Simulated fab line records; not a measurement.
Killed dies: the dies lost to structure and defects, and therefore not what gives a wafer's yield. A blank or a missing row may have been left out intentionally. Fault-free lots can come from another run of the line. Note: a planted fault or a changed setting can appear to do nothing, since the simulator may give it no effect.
fab line records	flow sky130
[record] lots = 5	wafers = 15	lastDay = 49
route steps=708 shown SD_P@359 RES_XHIGH@360 SALICIDE@361 LI_CONTACT@362 PAD_OPEN@708
lots with no fault: from the same line, run without faults
startH: the number of hours between the record's first day and the start of the first shown wafer of the lot	waitH: hours since the lot's step before	" identical to the entry in the row above	L1.1+2: several wafers, shown together as one row	- value missing, or start not given	* or withheld: withheld	< > ~ a bound
route shown NAME@n: a module of which the file shows steps, and the number in the route of the first	usual: mean/standard deviation of fault-free wafers	same: alike in all rows	chamber/n: place in a boat	sites: per-site readings	_std_site: standard deviation across them	_edge_site: mean of outer sites minus mean of inner sites	radiusMm: for every site, how far away it sits from the centre of the wafer	mask NAME#n: copy n	behind: the most recent tool/chamber to have shaped the wafer	hold: what put the lot on hold/how long, in hours/how the hold closed	device: the n, p or np transistor that did not switch	end of line: tests of these same wafers at the route's end	a step given without rows: its recipe and nothing more	killed: dies that structure and defects cost at the first sort, which is not the same as the wafer's yield	map: the dies of a wafer, with x for killed, . for not killed, _ for no die there
set.NAME: the setting as run; set.NAME@STEP: as run at that earlier step	model.NAME: the simulator's own value behind a step, which no gauge read
lots at some steps of the route; a table a step, a row a wafer
services: when a tool's chamber went out of use (startH, in hours from the record's first day, below 0 if earlier), for how many hours, and the reason
[[steps]]
[step SKY_SD_N_RS_MEAS_17]
[recipe] thkMeasGauge = four-point-probe
[usual] SD_P_RS = 147.1/0.33
lot.wafer	tool	chamber	startH	waitH	SD_P_RS[ohm/sq]
L420.1	filmMetro-03	-	639.47	0.1	146.3
L420.2	"	-	"	"	147.4
L420.6	"	-	"	"	147.4
L431.2	filmMetro-02	-	741.34	0.1	147.4
L431.3	"	-	"	"	147.0
L431.4	"	-	"	"	147.2
L435.1	filmMetro-02	-	769.57	0.1	147.7
L435.3	"	-	"	"	147.5
L435.6	"	-	"	"	147.0
L437.4	filmMetro-01	-	785.77	0.1	146.9
L437.5	"	-	"	"	146.5
L437.6	"	-	"	"	147.2
L441.1	filmMetro-02	-	807.41	0.1	147.3
L441.4	"	-	"	"	147.5
L441.6	"	-	"	"	147.3
[step SKY_SD_N_RS_MEAS_18]
[recipe] thkMeasGauge = four-point-probe
[usual] RES_XHIGH_RS = 333.4/1.1
lot.wafer	tool	chamber	startH	waitH	RES_XHIGH_RS[ohm/sq]
L420.1	filmMetro-03	-	639.59	0.1	332.9
L420.2	"	-	"	"	333.0
L420.6	"	-	"	"	332.7
L431.2	filmMetro-02	-	741.46	0.1	333.5
L431.3	"	-	"	"	333.3
L431.4	"	-	"	"	334.7
L435.1	filmMetro-02	-	769.69	0.1	334.0
L435.3	"	-	"	"	333.7
L435.6	"	-	"	"	333.8
L437.4	filmMetro-01	-	785.89	0.1	332.9
L437.5	"	-	"	"	332.9
L437.6	"	-	"	"	334.2
L441.1	filmMetro-02	-	807.53	0.1	331.3
L441.4	"	-	"	"	330.2
L441.6	"	-	"	"	330.4
[step SKY_SALICIDE_CLEAN_00]
[recipe] chemistry = HF-last	timeS = 30	dilution = 100:1	dry = ipaMarangoni
[step SKY_LI_CONTACT_HDPCVD_00]
[recipe] material = PSG	targetThkNm = 930	sigmaOpenFrac = 0.3	timeS = 155	tempC = 600	sih4FlowSccm = 60	pressureMtorr = 6
[step SKY_LI_CONTACT_THK_MEAS_01]
[recipe] reads = PSG_of_LI_CONTACT_HDPCVD_00
[usual] LI_CONTACT_HDPCVD_THK = 930/12
lot.wafer	tool	chamber	startH	waitH	LI_CONTACT_HDPCVD_THK[nm]
L420.1	filmMetro-01	-	639.83	0.1	943
L420.2	"	-	"	"	925
L420.6	"	-	"	"	920
L431.2	filmMetro-03	-	741.69	0.1	923
L431.3	"	-	"	"	940
L431.4	"	-	"	"	917
L435.1	filmMetro-01	-	769.93	0.1	922
L435.3	"	-	"	"	922
L435.6	"	-	"	"	911
L437.4	filmMetro-01	-	786.10	0.0	909
L437.5	"	-	"	"	937
L437.6	"	-	"	"	898
L441.1	filmMetro-03	-	807.77	0.1	925
L441.4	"	-	"	"	960
L441.6	"	-	"	"	913
[step SKY_LI_CONTACT_CMP_02]
[recipe] material = PSG	downForcePsi = 4	platenRpm = 60	padVelocityMS = 0.94248
[usual] motorCurrentA = 12.6/1.2	timeToEndpointS = 33/3.4
lot.wafer	tool	chamber	startH	waitH	motorCurrentA	timeToEndpointS
L420.1	cmp-02	1	641.84	2.0	12.6	29
L420.2	"	2	"	"	10.9	34
L420.6	"	3	"	"	12.4	29
L431.2	cmp-01	1	741.74	0.0	13.3	28
L431.3	"	2	"	"	14.6	40
L431.4	"	0	"	"	10.6	35
L435.1	cmp-02	3	769.99	0.1	12.3	29
L435.3	"	2	"	"	11.3	33
L435.6	"	0	"	"	13.0	32
L437.4	cmp-01	3	786.28	0.2	14.3	33
L437.6	"	0	"	"	10.7	33
L437.5	"	1	"	"	13.1	31
L441.4	cmp-02	2	807.93	0.1	11.6	38
L441.1	"	3	"	"	12.7	33
L441.6	"	0	"	"	13.2	27
[step SKY_LI_CONTACT_BOW_MEAS_03]
[recipe] mode = bow
[usual] LI_CONTACT_BOW = 57/6.5
lot.wafer	tool	chamber	startH	waitH	LI_CONTACT_BOW[um]
L420.1	filmMetro-01	-	642.04	0.1	61
L420.2	"	-	"	"	61
L420.6	"	-	"	"	65
L431.2	filmMetro-02	-	742.06	0.3	57
L431.3	"	-	"	"	58
L431.4	"	-	"	"	54
L435.1	filmMetro-01	-	770.29	0.2	49
L435.3	"	-	"	"	57
L435.6	"	-	"	"	48
L437.4	filmMetro-02	-	786.49	0.2	43
L437.5	"	-	"	"	46
L437.6	"	-	"	"	56
L441.1	filmMetro-02	-	808.13	0.1	56
L441.4	"	-	"	"	45
L441.6	"	-	"	"	60
[step SKY_LI_CONTACT_DEHYDRATE_04]
[recipe] tempC = 200	timeS = 60
[step SKY_LI_CONTACT_HMDS_05]
[recipe] primeTimeS = 60	primeTempC = 120
[step SKY_LI_CONTACT_COAT_06]
[recipe] resist = BARC	tempC = withheld	timeS = withheld	spinRpm = 3000	resistThkNm = 60
[step SKY_LI_CONTACT_COAT_07]
[recipe] resist = KrF-thick	spinRpm = 3000	resistThkNm = 450
[step SKY_LI_CONTACT_SOFTBAKE_08]
[recipe] tempC = 100	timeS = 90	resist = KrF-thick
[step SKY_LI_CONTACT_EXPOSE_09]
[recipe] maskId = LICM1	na = 0.8	sourceShape = annular	sigmaInner = 0.55	sigmaOuter = 0.85	targetCdNm = 170	doseMj = 38
[usual] focusOffsetNm = -0.1/0.5	reticleTempC = 23.00/0.1
[same] na = 0.8	sigmaOuter = 0.85
lot.wafer	tool	chamber	startH	waitH	mask	focusOffsetNm	reticleTempC
L420.1	krfScanner-02	0	656.30	-	LICM1#0	-0.5	22.89
L420.2	"	0	"	"	LICM1#0	0.5	22.87
L420.6	"	0	"	"	LICM1#0	0.3	23.13
L431.2	krfScanner-01	0	755.15	-	LICM1_R1#0	-0.8	23.13
L431.3	"	0	"	"	LICM1_R1#0	-0.2	23.06
L431.4	"	0	"	"	LICM1_R1#0	-0.6	23.15
L435.1	krfScanner-02	0	783.57	-	LICM1#0	-1.0	22.83
L435.3	"	0	"	"	LICM1#0	0.1	22.94
L435.6	"	0	"	"	LICM1#0	0.0	23.11
L437.4	krfScanner-01	0	799.88	-	LICM1#0	-0.6	22.95
L437.5	"	0	"	"	LICM1#0	-1.1	22.86
L437.6	"	0	"	"	LICM1#0	-0.7	22.91
L441.1	krfScanner-01	0	821.99	-	LICM1#0	-0.2	22.99
L441.4	"	0	"	"	LICM1#0	-0.4	23.11
L441.6	"	0	"	"	LICM1#0	-0.2	23.09
[step SKY_LI_CONTACT_PEB_10]
[recipe] pebTempC = withheld	pebTimeS = withheld	resist = KrF-thick
[step SKY_LI_CONTACT_DEVELOP_11]
[recipe] developTimeS = 60.92	resist = KrF-thick	devTempC = 21
lot.wafer	tool	chamber	startH	waitH	model.LI_CONTACT.cdNm
L420.1	lithoTrack-02	0	-	-	172.2
L420.2	"	0	"	"	173.2
L420.6	"	0	"	"	171.9
L431.2	lithoTrack-03	0	-	-	134.3
L431.3	"	0	"	"	134.2
L431.4	"	0	"	"	134.5
L435.1	lithoTrack-03	0	-	-	168.5
L435.3	"	0	"	"	168.2
L435.6	"	0	"	"	168.4
L437.4	lithoTrack-04	0	-	-	172.7
L437.5	"	0	"	"	171.7
L437.6	"	0	"	"	173.3
L441.1+6	lithoTrack-02	0	-	-	169.4
L441.4	"	0	"	"	169.1
[step SKY_LI_CONTACT_CD_MEAS_12]
[recipe] targetCdNm = 170
[usual] cdNm = 169.7/1.6
lot.wafer	tool	chamber	startH	waitH	hold	cdNm
L420.1	cdSem-02	-	669.47	-	-	171.9
L420.2	"	-	"	"	-	173.1
L420.6	"	-	"	"	-	172.1
L431.2	cdSem-01	-	768.33	-	awaitDispo/0.2h/release	134.2
L431.3	"	-	"	"	awaitDispo/0.2h/release	134.2
L431.4	"	-	"	"	awaitDispo/0.2h/release	134.4
L431.2	cdSem-01	-	768.62	0.3	-	134.3
L431.3	"	-	"	"	-	134.4
L431.4	"	-	"	"	-	134.4
L435.1	cdSem-02	-	796.66	-	-	168.4
L435.3	"	-	"	"	-	168.1
L435.6	"	-	"	"	-	168.5
L437.4	cdSem-02	-	813.14	-	-	172.6
L437.5	"	-	"	"	-	171.5
L437.6	"	-	"	"	-	173.4
L441.1	cdSem-01	-	835.02	-	-	169.6
L441.4	"	-	"	"	-	168.8
L441.6	"	-	"	"	-	169.8
[step SKY_LI_CONTACT_OVL_MEAS_13]
[usual] LI_CONTACT_OVL = 2/5.8
lot.wafer	tool	chamber	startH	waitH	hold	LI_CONTACT_OVL[nm]
L420.1	overlay-02	-	669.59	0.1	-	0
L420.2	"	-	"	"	-	6
L420.6	"	-	"	"	-	0
L431.2	overlay-02	-	773.24	4.6	awaitDispo/4.5h/release	-4
L431.3	"	-	"	"	awaitDispo/4.5h/release	-12
L431.4	"	-	"	"	awaitDispo/4.5h/release	1
L435.1	overlay-02	-	796.78	0.1	-	-4
L435.3	"	-	"	"	-	2
L435.6	"	-	"	"	-	7
L437.4	overlay-02	-	813.21	0.1	-	-2
L437.5	"	-	"	"	-	-8
L437.6	"	-	"	"	-	0
L441.1	overlay-01	-	835.14	0.1	-	-4
L441.4	"	-	"	"	-	5
L441.6	"	-	"	"	-	2
[step SKY_LI_CONTACT_ETCH_14]
[recipe] chemistry = N2/H2	target = BARC	ionEnergyEv = 200	sourceW = 500	biasW = 100	pressureMtorr = 30	n2FlowSccm = 100	h2FlowSccm = 200	stopOn = SiO2	timeS = 45.24	targetDepthA = 600
[usual] drypumpMotorCurrentA = 5.7/0.4	oesProductAu = 0.863/0.0045	throttleValvePct = 13.225/0.0095
lot.wafer	tool	chamber	startH	waitH	drypumpMotorCurrentA	oesProductAu	rfHoursCounterH	throttleValvePct
L420.1	rieDiel-04	2	669.62	0.0	5.6	0.866	4	13.215
L420.2	"	1	"	"	5.6	0.861	5	13.223
L420.6	"	2	"	"	5.6	0.856	-	13.238
L431.2	rieDiel-04	0	773.27	0.0	6.4	0.864	17	13.234
L431.3	"	3	"	"	6.2	0.853	4	13.236
L431.4	"	2	"	"	5.6	0.866	7	13.224
L435.1	rieDiel-01	2	796.82	0.0	5.4	0.873	12	13.223
L435.3	"	1	"	"	5.7	0.855	10	13.222
L435.6	"	2	"	"	5.4	0.865	-	13.223
L437.4	rieDiel-04	3	813.23	0.0	6.2	0.859	6	13.219
L437.5	"	0	"	"	6.4	0.867	-	13.241
L437.6	"	1	"	"	5.6	0.861	-	13.223
L441.1	rieDiel-03	3	835.17	0.0	5.5	0.854	5	13.215
L441.4	"	1	"	"	5.0	0.855	6	13.203
L441.6	"	1	"	"	5.0	0.856	-	13.231
[step SKY_LI_CONTACT_ETCH_15]
[recipe] target = PSG	chemistry = C4F8/O2/Ar	stopOn = Si	taperDeg = 4.15	maskMaterial = KrF-thick	sourceW = 1500	biasW = 1200	pressureMtorr = 40	c4f8FlowSccm = withheld	O2_flow_sccm = 6	Ar_flow_sccm = 300	timeS = withheld	targetDepthA = 6000
[usual] oesProductAu = 0.837/0.0051
lot.wafer	tool	chamber	startH	waitH	oesProductAu	model.LI_CONTACT.cdNm
L420.1	rieDiel-04	2	669.66	0.0	0.835	170.5
L420.2	"	1	"	"	0.833	174.6
L420.6	"	2	"	"	0.830	169.1
L431.2	rieDiel-04	0	773.31	0.0	0.841	133
L431.3	"	3	"	"	0.840	133
L431.4	"	2	"	"	0.839	134.1
L435.1	rieDiel-01	2	796.86	0.0	0.844	167.9
L435.3	"	1	"	"	0.839	167.3
L435.6	"	2	"	"	0.834	167.8
L437.4	rieDiel-04	3	813.27	0.0	0.841	170.7
L437.5	"	0	"	"	0.832	170.2
L437.6	"	1	"	"	0.837	174.3
L441.1	rieDiel-03	3	835.21	0.0	0.837	169.7
L441.4	"	1	"	"	0.837	171
L441.6	"	1	"	"	0.836	169.9
[step SKY_LI_CONTACT_STRIP_16]
[recipe] chemistry = O2/N2	powerW = 1400	pressureMtorr = 1500	platenTempC = withheld	o2FlowSccm = 3000	n2FlowSccm = 300	overashFraction = 0.5
[usual] drypumpMotorCurrentA = 5.9/0.61	oesProductAu = 0.376/0.0054	stripTimeToEndpointS = 3.50/0.04
lot.wafer	tool	chamber	startH	waitH	drypumpMotorCurrentA	oesProductAu	rfHoursCounterH	stripTimeToEndpointS
L420.1	plasmaAsher-04	1	669.75	-	6.1	0.387	53	3.55
L420.2	"	0	"	"	6.7	0.380	53	3.54
L420.6	"	0	"	"	6.7	0.383	-	3.57
L431.2	plasmaAsher-03	1	773.40	-	5.5	0.373	31	3.48
L431.3	"	1	"	"	5.5	0.372	-	3.49
L431.4	"	0	"	"	5.1	0.368	-	3.54
L435.1	plasmaAsher-04	0	796.95	-	6.7	0.368	66	3.44
L435.3	"	0	"	"	6.7	0.381	-	3.52
L435.6	"	1	"	"	6.1	0.371	-	3.44
L437.4	plasmaAsher-04	0	813.39	-	6.7	0.370	-	3.47
L437.5	"	0	"	"	6.7	0.379	-	3.47
L437.6	"	1	"	"	6.1	0.384	-	3.49
L441.1	plasmaAsher-04	0	835.30	-	6.7	0.374	70	3.44
L441.4	"	1	"	"	6.1	0.369	-	3.43
L441.6	"	0	"	"	6.7	0.359	-	3.44
[step SKY_PAD_OPEN_PROBE_99]
[usual] killed_at_M0_to_M3 = 44/7.9	killed_at_M4_up = 3.1/2	killedAtContacts = 23/4.9	killedAtFrontEnd = 15/3.9	killedAtOther = 0.2/0.49	killedDies = 86/10	killedOnRim = 17/3.9	killedOpen = 47/7.1	killedShort = 39/7.1
[same] grossDies = 492	killedAtBackSide = 0
lot.wafer	tool	chamber	startH	waitH	hold	killed_at_M0_to_M3	killed_at_M4_up	killedAtContacts	killedAtFrontEnd	killedAtOther	killedDies	killedOnRim	killedOpen	killedShort
L420.1	prober-02	-	1071.58	0.1	-	56	6	19	16	0	97	21	55	42
L420.2	prober-02	-	1071.63	0.1	-	45	4	22	18	0	89	15	51	38
L420.6	prober-02	-	1071.83	0.2	-	37	1	19	23	0	80	14	52	28
L431.2	prober-01	-	1142.87	0.1	awaitDispo/1.6h/release	35	2	353	14	0	404	67	53	28
L431.3	prober-01	-	1142.92	0.2	awaitDispo/1.6h/release	33	2	350	17	2	404	62	46	41
L431.4	prober-01	-	1142.97	0.2	awaitDispo/1.6h/release	38	5	343	22	1	409	65	42	37
L435.1	prober-01	-	1163.25	0.1	-	40	2	28	21	0	91	23	60	31
L435.3	prober-01	-	1163.35	0.2	-	53	5	16	12	1	87	14	44	43
L435.6	prober-01	-	1163.50	0.2	-	39	4	21	19	0	83	16	53	30
L437.4	prober-02	-	1173.98	0.2	-	47	5	31	22	0	105	26	55	50
L437.5	prober-02	-	1174.03	0.2	-	37	2	18	15	0	72	12	36	36
L437.6	prober-02	-	1174.08	0.2	-	32	1	19	16	0	68	16	43	25
L441.1	prober-01	-	1186.32	0.1	-	50	0	20	16	1	87	18	50	35
L441.4	prober-01	-	1186.47	0.2	-	60	3	25	16	2	106	23	49	57
L441.6	prober-01	-	1186.57	0.2	-	28	4	19	14	0	65	9	36	29
// killed by level:class
L420.1 VIA1:geometricParticle:open=15 VIA3:geometricParticle:open=9 VIA2:geometricParticle:open=6 METAL2:geometricParticle:short=6 CONTACT:geometricParticle:short=5 FIELD_ISO:geometricParticle:short=4 LOCAL_INTERCONNECT:geometricParticle:short=4 METAL1:geometricParticle:short=4
L420.2 VIA2:geometricParticle:open=10 VIA1:geometricParticle:open=10 CONTACT:geometricParticle:open=6 VIA3:geometricParticle:open=6 FIELD_ISO:geometricParticle:short=5 POLY_GATE:geometricParticle:short=4 LI_CONTACT:geometricParticle:open=4 LOCAL_INTERCONNECT:geometricParticle:short=4
L420.6 FIELD_ISO:geometricParticle:open=13 CONTACT:geometricParticle:open=8 VIA1:geometricParticle:open=8 VIA3:geometricParticle:open=7 METAL1:geometricParticle:short=6 VIA2:geometricParticle:open=6 FIELD_ISO:geometricParticle:short=4 LI_CONTACT:geometricParticle:open=4
L431.2 LI_CONTACT:areaExpose=318 CONTACT:geometricParticle:open=14 LI_CONTACT:geometricParticle:open=10 VIA2:geometricParticle:open=9 VIA1:geometricParticle:open=8 VIA3:geometricParticle:open=6 FIELD_ISO:geometricParticle:open=5 CONTACT:geometricParticle:short=5
L431.3 LI_CONTACT:areaExpose=317 VIA1:geometricParticle:open=10 LI_CONTACT:geometricParticle:short=9 LI_CONTACT:geometricParticle:open=9 CONTACT:geometricParticle:open=7 FIELD_ISO:geometricParticle:open=5 LOCAL_INTERCONNECT:geometricParticle:short=5 VIA2:geometricParticle:short=5
L431.4 LI_CONTACT:areaExpose=328 VIA1:geometricParticle:open=9 FIELD_ISO:geometricParticle:open=7 LI_CONTACT:geometricParticle:open=7 FIELD_ISO:geometricParticle:short=6 VIA2:geometricParticle:open=6 METAL1:geometricParticle:short=5 METAL4:geometricParticle:short=5
L435.1 VIA1:geometricParticle:open=15 CONTACT:geometricParticle:open=12 LI_CONTACT:geometricParticle:open=9 VIA3:geometricParticle:open=6 FIELD_ISO:geometricParticle:short=5 POLY_GATE:geometricParticle:open=5 POLY_GATE:geometricParticle:short=4 CONTACT:geometricParticle:short=4
L435.3 VIA2:geometricParticle:open=8 VIA3:geometricParticle:open=7 CONTACT:geometricParticle:open=6 METAL1:geometricParticle:short=6 VIA1:geometricParticle:short=6 VIA1:geometricParticle:open=6 METAL3:geometricParticle:short=5 POLY_GATE:geometricParticle:short=4
L435.6 CONTACT:geometricParticle:open=10 VIA1:geometricParticle:open=10 VIA2:geometricParticle:open=9 FIELD_ISO:geometricParticle:open=6 VIA3:geometricParticle:open=5 METAL1:geometricParticle:short=5 POLY_GATE:geometricParticle:open=4 LI_CONTACT:geometricParticle:open=4
L437.4 CONTACT:geometricParticle:open=12 VIA1:geometricParticle:open=10 LI_CONTACT:geometricParticle:open=9 VIA3:geometricParticle:open=8 POLY_GATE:geometricParticle:short=7 METAL2:geometricParticle:short=6 VIA1:geometricParticle:short=5 METAL1:geometricParticle:short=5
L437.5 CONTACT:geometricParticle:open=8 VIA1:geometricParticle:short=7 FIELD_ISO:geometricParticle:short=5 VIA1:geometricParticle:open=5 LI_CONTACT:geometricParticle:open=4 METAL1:geometricParticle:short=4 VIA2:geometricParticle:open=4 POLY_GATE:geometricParticle:open=3
L437.6 VIA1:geometricParticle:open=9 LI_CONTACT:geometricParticle:open=8 VIA2:geometricParticle:open=7 CONTACT:geometricParticle:open=5 CONTACT:geometricParticle:short=4 VIA1:geometricParticle:short=4 FIELD_ISO:geometricParticle:short=3 POLY_GATE:geometricParticle:short=3
L441.1 VIA3:geometricParticle:open=10 VIA2:geometricParticle:open=8 VIA1:geometricParticle:open=7 VIA1:geometricParticle:short=7 METAL1:geometricParticle:short=6 LOCAL_INTERCONNECT:geometricParticle:short=5 CONTACT:geometricParticle:short=5 CONTACT:geometricParticle:open=4
L441.4 METAL1:geometricParticle:short=12 CONTACT:geometricParticle:open=10 VIA3:geometricParticle:open=9 VIA1:geometricParticle:open=8 POLY_GATE:geometricParticle:short=8 VIA1:geometricParticle:short=7 VIA2:geometricParticle:open=6 CONTACT:geometricParticle:short=5
L441.6 CONTACT:geometricParticle:open=8 VIA3:geometricParticle:open=7 FIELD_ISO:geometricParticle:short=5 POLY_GATE:geometricParticle:open=4 LI_CONTACT:geometricParticle:open=4 LI_CONTACT:geometricParticle:short=4 METAL1:geometricParticle:short=4 VIA1:geometricParticle:open=4
// map L431.4 (x killed, . not)
__________........x._________
________....x.x....xxx_______
______....xx.xxxxx..xx.x_____
_____.xxxx.x.xx.xx.xxx.xx____
____..xxx...xxx.xxxx.xxxxx___
___xx..xxx.xxxxxx.xxxxxx..x__
__x.x..x.xxxxxxxxxxxxxxxx.xx_
_.x.x.xx.xxx.xxxxxxxxxxxxxxxx
_..x.xxx.xxxxxxxxxxxxxxxxxxxx
_..x.xxxxxxxxxxxxxxxxxxxxxxxx
_..xxxxxxx.xxxxxxxxxxxxxxxxxx
_.x.xxxxxxxxxxxxxxxxxxxxx.xxx
_xx...xxxxxxxxxxxxxxxxxxxxxxx
_...xxxxxxxxxxxxxxxxxxxxxxxxx
_xxx.xxxxxxxx.xxxxxxxxxxxxx.x
__xxxxxx.xxx.xxxxxxxxxxxxxxx_
___.xxxxxxxx.xxxxxxxxxxxxxx__
____x.xxxxxxxxxxxxxxxxxxxx___
_____.xxxxxxxxxxxxxxxxxxx____
______xxxxxxxxxxxxxxxxxx_____
________xxxxxxxxxxxxxx_______
__________xxxxxxxxxx_________
// map L437.4 (x killed, . not)
__________.x.....x.._________
________x...x.......xx_______
______.x..xx..........x._____
_____..xx........x.......____
____.....x..........x...x.___
___..xxx....x.....xx....x..__
__xx.x.........x...x.....x.._
_x.x..xx...x....xx......xxx..
_...x.....x......x...........
_.x..x......x....x.x.........
_.x.....x.x.x....xx.x....x...
_..........x..x...........x..
_..x.x.....x.....x........xxx
_.....x.x...x..xxx.....x..xx.
_............x..........xx...
__.....x.............x.....x_
___....x.....x..x..........__
____........x.x.......x..x___
_____................x.xx____
______.......x..x.xx...._____
________xx..x........x_______
__________xxxxxxx..._________
[[services]]
tool	chamber	startH	hours	kind
rieDiel-04	0	619.41	12.0	repair
cmp-01	-	620.54	2.9	repair
cmp-01	-	622.27	1.6	repair
krfScanner-01	-	623.63	0.8	pm
rieDiel-04	1	627.86	6.0	repair
cmp-01	-	632.79	74.2	repair
cmp-02	-	638.83	2.9	repair
rieDiel-03	1	639.47	10.1	repair
rieDiel-01	3	641.79	8.6	repair
krfScanner-01	-	643.03	3.6	pm
krfScanner-02	-	646.67	4.0	pm
rieDiel-04	-	657.34	0.6	repair
krfScanner-01	-	658.71	1.1	repair
rieDiel-04	-	687.04	2.8	pm
krfScanner-01	-	703.13	1.0	pm
cmp-02	-	706.13	1.9	repair
cmp-02	-	712.37	2.4	repair
rieDiel-04	1	732.65	8.5	repair
krfScanner-01	-	747.37	1.3	pm
cmp-02	-	751.89	4.0	pm
cmp-02	-	756.56	0.6	repair
rieDiel-04	-	780.78	1.4	repair
krfScanner-01	-	792.43	0.8	pm
cmp-02	-	801.43	4.5	pm
[[key]]
[firstSign] step = SKY_LI_CONTACT_EXPOSE_09	reading = mask	direction = changed
[effect] step = SKY_LI_CONTACT_CD_MEAS_12	reading = visit	direction = added
[effect] step = SKY_LI_CONTACT_CD_MEAS_12	reading = cdNm	direction = down	sigmas = 22	usual = 169.7	struck = 134.3
[effect] step = SKY_PAD_OPEN_PROBE_99	reading = killedAtContacts	direction = up	sigmas = 67	usual = 23	struck = 349
[modelEffect] step = SKY_LI_CONTACT_DEVELOP_11	value = LI_CONTACT.cdNm	without = 168.4	struck = 134.4
[modelEffect] step = SKY_LI_CONTACT_ETCH_15	value = LI_CONTACT.cdNm	without = 167.3	struck = 133.4
[moreKillsBornAt] SKY_LI_CONTACT_EXPOSE_09@krfScanner-01 = 963
metAt SKY_LI_CONTACT_EXPOSE_09
struckWafers L431.2,L431.3,L431.4
laterRowsLeftOut L431.2,L431.3,L431.4
testerLeftOut L431
[fault] kind = wrongMask	tool = any	chamber = -	onsetH = 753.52	steps = SKY_LI_CONTACT_EXPOSE_09	auxCopy = LICM1_R1#0	cdOffsetNm = -34	scope = struckLotsOnly
// testerLeftOut: of these lots the tester's yield and bins aren't shown, on N5 and GAA mostly nor the transistor test; their killed dies are dies lost to structure and defects alone, not to doping, threshold or leakage, so they don't give the yield
// laterRowsLeftOut: the simulator's readings of these wafers behind a module that went badly wrong aren't trusted and aren't shown, but for the sort
